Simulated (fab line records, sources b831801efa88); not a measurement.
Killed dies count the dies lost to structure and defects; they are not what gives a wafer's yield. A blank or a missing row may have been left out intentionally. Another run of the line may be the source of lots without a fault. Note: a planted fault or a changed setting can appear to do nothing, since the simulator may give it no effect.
The tool behind it: which one? :: flow sky130 :: 24 lots with 72 wafers sampled at 6 steps, on a route of 708 steps

## WHAT THE GAUGES READ, wafer by wafer
SKY_CAPM_THK_MEAS_04: measures by xrf.
lot: L075
measured: day 36 21:09
on: filmMetro-03
CAPM_TIN_THK (nm): 197 197 203

lot: L074
measured: day 37 02:54
on: filmMetro-01
CAPM_TIN_THK (nm): 198 198 203

lot: L076
measured: day 37 22:10
on: filmMetro-04
CAPM_TIN_THK (nm): 204 202 204

lot: L077
measured: day 37 22:49
on: filmMetro-04
CAPM_TIN_THK (nm): 197 197 199

lot: L079
measured: day 38 02:26
on: filmMetro-04
CAPM_TIN_THK (nm): 204 204 206

lot: L078
measured: day 38 11:58
on: filmMetro-04
CAPM_TIN_THK (nm): 202 201 206

lot: L084
measured: day 40 07:08
on: filmMetro-01
CAPM_TIN_THK (nm): 199 197 192

lot: L082
measured: day 40 10:52
on: filmMetro-01
CAPM_TIN_THK (nm): 204 205 205

lot: L081
measured: day 40 13:43
on: filmMetro-04
CAPM_TIN_THK (nm): 205 206 205

lot: L085
measured: day 40 16:31
on: filmMetro-01
CAPM_TIN_THK (nm): 197 197 200

lot: L087
measured: day 40 17:28
on: filmMetro-04
CAPM_TIN_THK (nm): 198 204 202

lot: L080
measured: day 40 17:56
on: filmMetro-03
CAPM_TIN_THK (nm): 203 198 202

lot: L086
measured: day 40 19:05
on: filmMetro-03
CAPM_TIN_THK (nm): 203 197 201

lot: L088
measured: day 40 20:01
on: filmMetro-04
CAPM_TIN_THK (nm): 197 201 202

lot: L083
measured: day 40 21:02
on: filmMetro-04
CAPM_TIN_THK (nm): 201 200 199

lot: L089
measured: day 40 21:47
on: filmMetro-01
CAPM_TIN_THK (nm): 199 202 197

lot: L090
measured: day 41 02:25
on: filmMetro-01
CAPM_TIN_THK (nm): 195 199 195

lot: L091
measured: day 41 20:49
on: filmMetro-04
CAPM_TIN_THK (nm): 204 198 204

lot: L092
measured: day 42 00:26
on: filmMetro-03
CAPM_TIN_THK (nm): 196 202 201

lot: L093
measured: day 42 01:03
on: filmMetro-01
CAPM_TIN_THK (nm): 197 203 203

lot: L094
measured: day 42 01:25
on: filmMetro-04
CAPM_TIN_THK (nm): 204 202 203

lot: L095
measured: day 42 08:19
on: filmMetro-04
CAPM_TIN_THK (nm): 204 202 207

lot: L096
measured: day 42 20:22
on: filmMetro-04
CAPM_TIN_THK (nm): 195 196 199

lot: L097
measured: day 43 01:04
on: filmMetro-04
CAPM_TIN_THK (nm): 208 207 207

SKY_CAP2M_RS_MEAS_03: uses a four-point probe to measure.
lot: L075
measured: day 40 05:13
on: filmMetro-02
CAP2M_TIN_RS (ohm/sq): 6.84 6.91 6.85

lot: L074
measured: day 40 08:21
on: filmMetro-02
CAP2M_TIN_RS (ohm/sq): 6.94 6.88 6.92

lot: L076
measured: day 41 03:17
on: filmMetro-04
CAP2M_TIN_RS (ohm/sq): 6.83 6.80 6.82

lot: L077
measured: day 41 03:56
on: filmMetro-02
CAP2M_TIN_RS (ohm/sq): 6.87 7.10 6.90

lot: L079
measured: day 41 06:36
on: filmMetro-04
CAP2M_TIN_RS (ohm/sq): 7.01 7.12 7.05

lot: L078
measured: day 41 16:01
on: filmMetro-01
CAP2M_TIN_RS (ohm/sq): 6.72 6.75 6.72

lot: L084
measured: day 43 11:13
on: filmMetro-02
CAP2M_TIN_RS (ohm/sq): 7.07 7.03 7.00

lot: L082
measured: day 43 13:56
on: filmMetro-02
CAP2M_TIN_RS (ohm/sq): 6.91 6.98 6.99

lot: L081
measured: day 43 18:43
on: filmMetro-02
CAP2M_TIN_RS (ohm/sq): 6.75 6.92 6.80

lot: L085
measured: day 43 19:59
on: filmMetro-04
CAP2M_TIN_RS (ohm/sq): 6.90 6.87 6.88

lot: L087
measured: day 43 21:32
on: filmMetro-01
CAP2M_TIN_RS (ohm/sq): 6.84 6.89 7.07

lot: L080
measured: day 43 21:49
on: filmMetro-04
CAP2M_TIN_RS (ohm/sq): 6.94 6.93 6.84

lot: L086
measured: day 43 23:26
on: filmMetro-01
CAP2M_TIN_RS (ohm/sq): 6.87 6.92 6.93

lot: L088
measured: day 44 00:01
on: filmMetro-01
CAP2M_TIN_RS (ohm/sq): 6.84 6.77 7.01

lot: L083
measured: day 44 00:08
on: filmMetro-04
CAP2M_TIN_RS (ohm/sq): 6.82 6.77 6.78

lot: L089
measured: day 44 01:50
on: filmMetro-01
CAP2M_TIN_RS (ohm/sq): 6.86 6.96 6.84

lot: L090
measured: day 44 06:02
on: filmMetro-01
CAP2M_TIN_RS (ohm/sq): 6.85 6.79 6.81

lot: L091
measured: day 44 21:29
on: filmMetro-01
CAP2M_TIN_RS (ohm/sq): 6.80 6.67 6.67

lot: L092
measured: day 45 02:11
on: filmMetro-04
CAP2M_TIN_RS (ohm/sq): 6.78 6.77 6.84

lot: L093
measured: day 45 02:32
on: filmMetro-04
CAP2M_TIN_RS (ohm/sq): 6.86 6.78 6.83

lot: L094
measured: day 45 02:36
on: filmMetro-01
CAP2M_TIN_RS (ohm/sq): 6.91 6.89 6.85

lot: L095
measured: day 45 08:46
on: filmMetro-04
CAP2M_TIN_RS (ohm/sq): 6.91 6.91 6.85

lot: L096
measured: day 45 19:03
on: filmMetro-01
CAP2M_TIN_RS (ohm/sq): 6.91 6.92 6.97

lot: L097
measured: day 46 00:09
on: filmMetro-04
CAP2M_TIN_RS (ohm/sq): 6.77 6.72 6.85

## TOOL THAT RAN EACH LOT (tool first, then ch and the chambers of the sampled wafers, then the start)
lot: L075
SKY_VIA2_CMP_02: cmp-01 ch 0,1,3, day 35 17:10
SKY_VIA2_ETCH_14: rieDiel-04 ch 0,3, day 36 19:13
SKY_METAL3_SPUTTER_01: pvdSputter-04, day 36 20:43
SKY_VIA3_CMP_02: cmp-01 ch 1,2, day 39 01:58

lot: L074
SKY_VIA2_CMP_02: cmp-01 ch 0,1,2, day 35 23:06
SKY_VIA2_ETCH_14: rieDiel-02 ch 1,2,3, day 37 01:03
SKY_METAL3_SPUTTER_01: pvdSputter-01, day 37 02:27
SKY_VIA3_CMP_02: cmp-01 ch 0,1,3, day 39 06:06

lot: L076
SKY_VIA2_CMP_02: cmp-01 ch 1,2,3, day 36 17:48
SKY_VIA2_ETCH_14: rieDiel-03 ch 0,3, day 37 20:18
SKY_METAL3_SPUTTER_01: pvdSputter-01, day 37 21:43
SKY_VIA3_CMP_02: cmp-02 ch 0,2,3, day 40 01:01

lot: L077
SKY_VIA2_CMP_02: cmp-02 ch 0,1,3, day 36 18:26
SKY_VIA2_ETCH_14: rieDiel-02 ch 0,1,3, day 37 20:57
SKY_METAL3_SPUTTER_01: pvdSputter-04, day 37 22:22
SKY_VIA3_CMP_02: cmp-01 ch 1,2,3, day 40 01:32

lot: L079
SKY_VIA2_CMP_02: cmp-02 ch 2,3, day 36 22:43
SKY_VIA2_ETCH_14: rieDiel-03 ch 1,2, day 38 00:36
SKY_METAL3_SPUTTER_01: pvdSputter-01, day 38 01:59
SKY_VIA3_CMP_02: cmp-02 ch 1,2,3, day 40 05:32

lot: L078
SKY_VIA2_CMP_02: cmp-02 ch 1,2,3, day 37 08:10
SKY_VIA2_ETCH_14: rieDiel-02 ch 0,3, day 38 10:07
SKY_METAL3_SPUTTER_01: pvdSputter-02, day 38 11:30
SKY_VIA3_CMP_02: cmp-01 ch 1,2, day 40 14:02

lot: L084
SKY_VIA2_CMP_02: cmp-02 ch 0,1,2, day 39 05:12
SKY_VIA2_ETCH_14: rieDiel-04 ch 1,2,3, day 40 05:16
SKY_METAL3_SPUTTER_01: pvdSputter-01, day 40 06:41
SKY_VIA3_CMP_02: cmp-02 ch 0,1,3, day 42 08:45

lot: L082
SKY_VIA2_CMP_02: cmp-02 ch 0,1,3, day 39 09:04
SKY_VIA2_ETCH_14: rieDiel-04 ch 0,1,2, day 40 09:00
SKY_METAL3_SPUTTER_01: pvdSputter-04, day 40 10:23
SKY_VIA3_CMP_02: cmp-01 ch 1,3, day 42 12:49

lot: L081
SKY_VIA2_CMP_02: cmp-02 ch 0,1,2, day 39 11:01
SKY_VIA2_ETCH_14: rieDiel-03 ch 0,2,3, day 40 11:49
SKY_METAL3_SPUTTER_01: pvdSputter-01, day 40 13:15
SKY_VIA3_CMP_02: cmp-01 ch 0,1, day 42 16:11

lot: L085
SKY_VIA2_CMP_02: cmp-02 ch 1,2,3, day 39 13:45
SKY_VIA2_ETCH_14: rieDiel-03 ch 0,1, day 40 14:39
SKY_METAL3_SPUTTER_01: pvdSputter-02, day 40 16:02
SKY_VIA3_CMP_02: cmp-01 ch 1,2,3, day 42 17:48

lot: L087
SKY_VIA2_CMP_02: cmp-02 ch 1,2, day 39 14:17
SKY_VIA2_ETCH_14: rieDiel-04 ch 0,1, day 40 15:36
SKY_METAL3_SPUTTER_01: pvdSputter-01, day 40 17:01
SKY_VIA3_CMP_02: cmp-02 ch 0,1,2, day 42 19:18

lot: L080
SKY_VIA2_CMP_02: cmp-02 ch 0,2,3, day 39 15:24
SKY_VIA2_ETCH_14: rieDiel-02 ch 1,2,3, day 40 16:04
SKY_METAL3_SPUTTER_01: pvdSputter-02, day 40 17:28
SKY_VIA3_CMP_02: cmp-01 ch 0,3, day 42 19:20

lot: L086
SKY_VIA2_CMP_02: cmp-02 ch 0,1,2, day 39 16:59
SKY_VIA2_ETCH_14: rieDiel-02 ch 0,2,3, day 40 17:14
SKY_METAL3_SPUTTER_01: pvdSputter-04, day 40 18:38
SKY_VIA3_CMP_02: cmp-01 ch 2,3, day 42 21:05

lot: L088
SKY_VIA2_CMP_02: cmp-01 ch 0,2,3, day 39 17:58
SKY_VIA2_ETCH_14: rieDiel-03 ch 0,1,2, day 40 18:11
SKY_METAL3_SPUTTER_01: pvdSputter-04, day 40 19:35
SKY_VIA3_CMP_02: cmp-02 ch 0,1,2, day 42 21:11

lot: L083
SKY_VIA2_CMP_02: cmp-01 ch 0,1,3, day 39 18:40
SKY_VIA2_ETCH_14: rieDiel-03 ch 0,2,3, day 40 19:11
SKY_METAL3_SPUTTER_01: pvdSputter-04, day 40 20:35
SKY_VIA3_CMP_02: cmp-02 ch 0,1, day 42 21:41

lot: L089
SKY_VIA2_CMP_02: cmp-02 ch 0,3, day 39 18:55
SKY_VIA2_ETCH_14: rieDiel-04 ch 0,2,3, day 40 19:39
SKY_METAL3_SPUTTER_01: pvdSputter-02, day 40 21:21
SKY_VIA3_CMP_02: cmp-01 ch 0,1, day 42 23:39

lot: L090
SKY_VIA2_CMP_02: cmp-02 ch 2,3, day 40 00:32
SKY_VIA2_ETCH_14: rieDiel-02 ch 0,1,3, day 41 00:32
SKY_METAL3_SPUTTER_01: pvdSputter-01, day 41 01:58
SKY_VIA3_CMP_02: cmp-02 ch 0,2, day 43 04:16

lot: L091
SKY_VIA2_CMP_02: cmp-02 ch 0,1,3, day 40 18:33
SKY_VIA2_ETCH_14: rieDiel-03 ch 0,1, day 41 18:37
SKY_METAL3_SPUTTER_01: pvdSputter-02, day 41 20:22
SKY_VIA3_CMP_02: cmp-01 ch 0,1,3, day 43 22:14

lot: L092
SKY_VIA2_CMP_02: cmp-02 ch 0,1, day 40 22:06
SKY_VIA2_ETCH_14: rieDiel-04 ch 0,2, day 41 22:37
SKY_METAL3_SPUTTER_01: pvdSputter-02, day 42 00:00
SKY_VIA3_CMP_02: cmp-01 ch 0,1, day 44 01:52

lot: L093
SKY_VIA2_CMP_02: cmp-02 ch 0,1,3, day 40 22:49
SKY_VIA2_ETCH_14: rieDiel-04 ch 0,1,3, day 41 23:12
SKY_METAL3_SPUTTER_01: pvdSputter-02, day 42 00:36
SKY_VIA3_CMP_02: cmp-02 ch 0,1,2, day 44 02:01

lot: L094
SKY_VIA2_CMP_02: cmp-01 ch 0,1,3, day 40 23:32
SKY_VIA2_ETCH_14: rieDiel-03 ch 2,3, day 41 23:33
SKY_METAL3_SPUTTER_01: pvdSputter-04, day 42 00:57
SKY_VIA3_CMP_02: cmp-01 ch 1,2,3, day 44 02:52

lot: L095
SKY_VIA2_CMP_02: cmp-01 ch 0,1,3, day 41 06:49
SKY_VIA2_ETCH_14: rieDiel-04 ch 1,2, day 42 06:27
SKY_METAL3_SPUTTER_01: pvdSputter-01, day 42 07:53
SKY_VIA3_CMP_02: cmp-01 ch 0,1,3, day 44 08:20

lot: L096
SKY_VIA2_CMP_02: cmp-02 ch 0,1, day 41 18:01
SKY_VIA2_ETCH_14: rieDiel-03 ch 2,3, day 42 18:27
SKY_METAL3_SPUTTER_01: pvdSputter-02, day 42 19:50
SKY_VIA3_CMP_02: cmp-02 ch 0,1,3, day 44 19:23

lot: L097
SKY_VIA2_CMP_02: cmp-02 ch 0,2,3, day 41 22:28
SKY_VIA2_ETCH_14: rieDiel-03 ch 2,3, day 42 23:13
SKY_METAL3_SPUTTER_01: pvdSputter-04, day 43 00:36
SKY_VIA3_CMP_02: cmp-02 ch 1,2,3, day 45 01:02
- SKY_VIA2_CMP_02: polishes SiO2.
- SKY_VIA2_ETCH_14: etches BARC in N2/H2, stops on SiO2, time 45.9 s, target depth 60 nm.
- SKY_METAL3_SPUTTER_01: material TiN, target thk 20 nm, time 16.7 s.
- SKY_VIA3_CMP_02: polishes SiO2.

## AS READ BY THE TOOLS THEMSELVES (means over the sampled wafers that have a number; for cases with no such wafer, the mark the record gives instead)
SKY_VIA2_CMP_02.
lot: L075
tool: cmp-01
motorCurrentA (A): 11.3

lot: L074
tool: cmp-01
motorCurrentA (A): 12.0

lot: L076
tool: cmp-01
motorCurrentA (A): 11.9

lot: L077
tool: cmp-02
motorCurrentA (A): 10.9

lot: L079
tool: cmp-02
motorCurrentA (A): 11.6

lot: L078
tool: cmp-02
motorCurrentA (A): 11.4

lot: L084
tool: cmp-02
motorCurrentA (A): 12.1

lot: L082
tool: cmp-02
motorCurrentA (A): 11.2

lot: L081
tool: cmp-02
motorCurrentA (A): 11.7

lot: L085
tool: cmp-02
motorCurrentA (A): 11.6

lot: L087
tool: cmp-02
motorCurrentA (A): 12.2

lot: L080
tool: cmp-02
motorCurrentA (A): 10.7

lot: L086
tool: cmp-02
motorCurrentA (A): 11.8

lot: L088
tool: cmp-01
motorCurrentA (A): 12.0

lot: L083
tool: cmp-01
motorCurrentA (A): 11.6

lot: L089
tool: cmp-02
motorCurrentA (A): 10.0

lot: L090
tool: cmp-02
motorCurrentA (A): 10.5

lot: L091
tool: cmp-02
motorCurrentA (A): 10.8

lot: L092
tool: cmp-02
motorCurrentA (A): 12.1

lot: L093
tool: cmp-02
motorCurrentA (A): 10.8

lot: L094
tool: cmp-01
motorCurrentA (A): 11.6

lot: L095
tool: cmp-01
motorCurrentA (A): 11.2

lot: L096
tool: cmp-02
motorCurrentA (A): 11.2

lot: L097
tool: cmp-02
motorCurrentA (A): 10.7

SKY_VIA2_ETCH_14.
lot: L075
tool: rieDiel-04
drypumpMotorCurrentA (A): 5.2
oesProductAu (a.u.): 0.856
throttleValvePct (%): 13.237

lot: L074
tool: rieDiel-02
drypumpMotorCurrentA (A): 5.8
oesProductAu (a.u.): 0.856
throttleValvePct (%): 13.228

lot: L076
tool: rieDiel-03
drypumpMotorCurrentA (A): 6.1
oesProductAu (a.u.): 0.852
throttleValvePct (%): 13.219

lot: L077
tool: rieDiel-02
drypumpMotorCurrentA (A): 5.7
oesProductAu (a.u.): 0.850
throttleValvePct (%): 13.229

lot: L079
tool: rieDiel-03
drypumpMotorCurrentA (A): 5.4
oesProductAu (a.u.): 0.855
throttleValvePct (%): 13.222

lot: L078
tool: rieDiel-02
drypumpMotorCurrentA (A): 5.8
oesProductAu (a.u.): 0.857
throttleValvePct (%): 13.221

lot: L084
tool: rieDiel-04
drypumpMotorCurrentA (A): 6.1
oesProductAu (a.u.): 0.856
throttleValvePct (%): 13.220

lot: L082
tool: rieDiel-04
drypumpMotorCurrentA (A): 5.6
oesProductAu (a.u.): 0.860
throttleValvePct (%): 13.229

lot: L081
tool: rieDiel-03
drypumpMotorCurrentA (A): 6.1
oesProductAu (a.u.): 0.855
throttleValvePct (%): 13.226

lot: L085
tool: rieDiel-03
drypumpMotorCurrentA (A): 5.5
oesProductAu (a.u.): 0.858
throttleValvePct (%): 13.228

lot: L087
tool: rieDiel-04
drypumpMotorCurrentA (A): 5.9
oesProductAu (a.u.): 0.855
throttleValvePct (%): 13.221

lot: L080
tool: rieDiel-02
drypumpMotorCurrentA (A): 5.8
oesProductAu (a.u.): 0.849
throttleValvePct (%): 13.219

lot: L086
tool: rieDiel-02
drypumpMotorCurrentA (A): 5.9
oesProductAu (a.u.): 0.855
throttleValvePct (%): 13.223

lot: L088
tool: rieDiel-03
drypumpMotorCurrentA (A): 5.8
oesProductAu (a.u.): 0.851
throttleValvePct (%): 13.219

lot: L083
tool: rieDiel-03
drypumpMotorCurrentA (A): 6.1
oesProductAu (a.u.): 0.856
throttleValvePct (%): 13.219

lot: L089
tool: rieDiel-04
drypumpMotorCurrentA (A): 5.5
oesProductAu (a.u.): 0.852
throttleValvePct (%): 13.220

lot: L090
tool: rieDiel-02
drypumpMotorCurrentA (A): 5.8
oesProductAu (a.u.): 0.856
throttleValvePct (%): 13.225

lot: L091
tool: rieDiel-03
drypumpMotorCurrentA (A): 5.8
oesProductAu (a.u.): 0.857
throttleValvePct (%): 13.227

lot: L092
tool: rieDiel-04
drypumpMotorCurrentA (A): 5.3
oesProductAu (a.u.): 0.858
throttleValvePct (%): 13.222

lot: L093
tool: rieDiel-04
drypumpMotorCurrentA (A): 5.8
oesProductAu (a.u.): 0.853
throttleValvePct (%): 13.217

lot: L094
tool: rieDiel-03
drypumpMotorCurrentA (A): 6.0
oesProductAu (a.u.): 0.851
throttleValvePct (%): 13.221

lot: L095
tool: rieDiel-04
drypumpMotorCurrentA (A): 6.2
oesProductAu (a.u.): 0.857
throttleValvePct (%): 13.230

lot: L096
tool: rieDiel-03
drypumpMotorCurrentA (A): 6.1
oesProductAu (a.u.): 0.860
throttleValvePct (%): 13.222

lot: L097
tool: rieDiel-03
drypumpMotorCurrentA (A): 6.1
oesProductAu (a.u.): 0.853
throttleValvePct (%): 13.216

SKY_METAL3_SPUTTER_01.
lot: L075
tool: pvdSputter-04
chamberPressurePa (Pa): 0.3997
throttleValvePct (%): 29.5

lot: L074
tool: pvdSputter-01
chamberPressurePa (Pa): 0.3990
throttleValvePct (%): 29.0

lot: L076
tool: pvdSputter-01
chamberPressurePa (Pa): 0.3997
throttleValvePct (%): 28.6

lot: L077
tool: pvdSputter-04
chamberPressurePa (Pa): 0.3997
throttleValvePct (%): 29.5

lot: L079
tool: pvdSputter-01
chamberPressurePa (Pa): 0.4003
throttleValvePct (%): 29.0

lot: L078
tool: pvdSputter-02
chamberPressurePa (Pa): 0.3995
throttleValvePct (%): 29.2

lot: L084
tool: pvdSputter-01
chamberPressurePa (Pa): 0.4001
throttleValvePct (%): 28.7

lot: L082
tool: pvdSputter-04
chamberPressurePa (Pa): 0.4000
throttleValvePct (%): 30.0

lot: L081
tool: pvdSputter-01
chamberPressurePa (Pa): 0.4006
throttleValvePct (%): 28.6

lot: L085
tool: pvdSputter-02
chamberPressurePa (Pa): 0.3997
throttleValvePct (%): 29.8

lot: L087
tool: pvdSputter-01
chamberPressurePa (Pa): 0.3999
throttleValvePct (%): 29.1

lot: L080
tool: pvdSputter-02
chamberPressurePa (Pa): 0.4000
throttleValvePct (%): 29.3

lot: L086
tool: pvdSputter-04
chamberPressurePa (Pa): 0.3990
throttleValvePct (%): 28.8

lot: L088
tool: pvdSputter-04
chamberPressurePa (Pa): 0.3997
throttleValvePct (%): 29.9

lot: L083
tool: pvdSputter-04
chamberPressurePa (Pa): 0.3999
throttleValvePct (%): 30.0

lot: L089
tool: pvdSputter-02
chamberPressurePa (Pa): 0.4004
throttleValvePct (%): 29.4

lot: L090
tool: pvdSputter-01
chamberPressurePa (Pa): 0.3996
throttleValvePct (%): 29.2

lot: L091
tool: pvdSputter-02
chamberPressurePa (Pa): 0.4002
throttleValvePct (%): 29.3

lot: L092
tool: pvdSputter-02
chamberPressurePa (Pa): 0.3994
throttleValvePct (%): 29.8

lot: L093
tool: pvdSputter-02
chamberPressurePa (Pa): 0.3995
throttleValvePct (%): 29.7

lot: L094
tool: pvdSputter-04
chamberPressurePa (Pa): 0.3997
throttleValvePct (%): 28.7

lot: L095
tool: pvdSputter-01
chamberPressurePa (Pa): 0.4002
throttleValvePct (%): 28.7

lot: L096
tool: pvdSputter-02
chamberPressurePa (Pa): 0.3994
throttleValvePct (%): 29.8

lot: L097
tool: pvdSputter-04
chamberPressurePa (Pa): 0.4001
throttleValvePct (%): 29.0

SKY_VIA3_CMP_02.
lot: L075
tool: cmp-01
motorCurrentA (A): 12.3

lot: L074
tool: cmp-01
motorCurrentA (A): 11.4

lot: L076
tool: cmp-02
motorCurrentA (A): 10.7

lot: L077
tool: cmp-01
motorCurrentA (A): 11.7

lot: L079
tool: cmp-02
motorCurrentA (A): 11.6

lot: L078
tool: cmp-01
motorCurrentA (A): 12.4

lot: L084
tool: cmp-02
motorCurrentA (A): 10.9

lot: L082
tool: cmp-01
motorCurrentA (A): 11.5

lot: L081
tool: cmp-01
motorCurrentA (A): 11.4

lot: L085
tool: cmp-01
motorCurrentA (A): 11.9

lot: L087
tool: cmp-02
motorCurrentA (A): 11.8

lot: L080
tool: cmp-01
motorCurrentA (A): 11.0

lot: L086
tool: cmp-01
motorCurrentA (A): 12.0

lot: L088
tool: cmp-02
motorCurrentA (A): 12.1

lot: L083
tool: cmp-02
motorCurrentA (A): 12.1

lot: L089
tool: cmp-01
motorCurrentA (A): 11.8

lot: L090
tool: cmp-02
motorCurrentA (A): 11.1

lot: L091
tool: cmp-01
motorCurrentA (A): 11.4

lot: L092
tool: cmp-01
motorCurrentA (A): 12.1

lot: L093
tool: cmp-02
motorCurrentA (A): 12.1

lot: L094
tool: cmp-01
motorCurrentA (A): 11.6

lot: L095
tool: cmp-01
motorCurrentA (A): 11.6

lot: L096
tool: cmp-02
motorCurrentA (A): 11.0

lot: L097
tool: cmp-02
motorCurrentA (A): 11.2

## THE ANSWER, worked out from the rows above alone
Rule: the usual values come from the lots themselves. Put in order of their means at a reading, lots are off if they are a third of the lots or fewer, leave a main group of 4 or more, and stand apart from it by a gap of 3 or more times the standard deviation of the main group's means; of several such gaps the widest counts. The tables above print the reading to a certain number of digits; a main group whose means all agree to those digits is not used. A lot without any number at a reading at which 4 lots or more have one is off too. Where the step has rows for the other lots, those lots are counted as sound. First the gauges in route order, then the tools' own readings, where a lot's mean is used as printed above. At the first step where some lot is off, the reading lying furthest off is the one used; lots without a number count as furthest.
Nothing can be told from this: no lot is off at any reading shown.

## WHAT THE SIMULATOR HAD INSERTED
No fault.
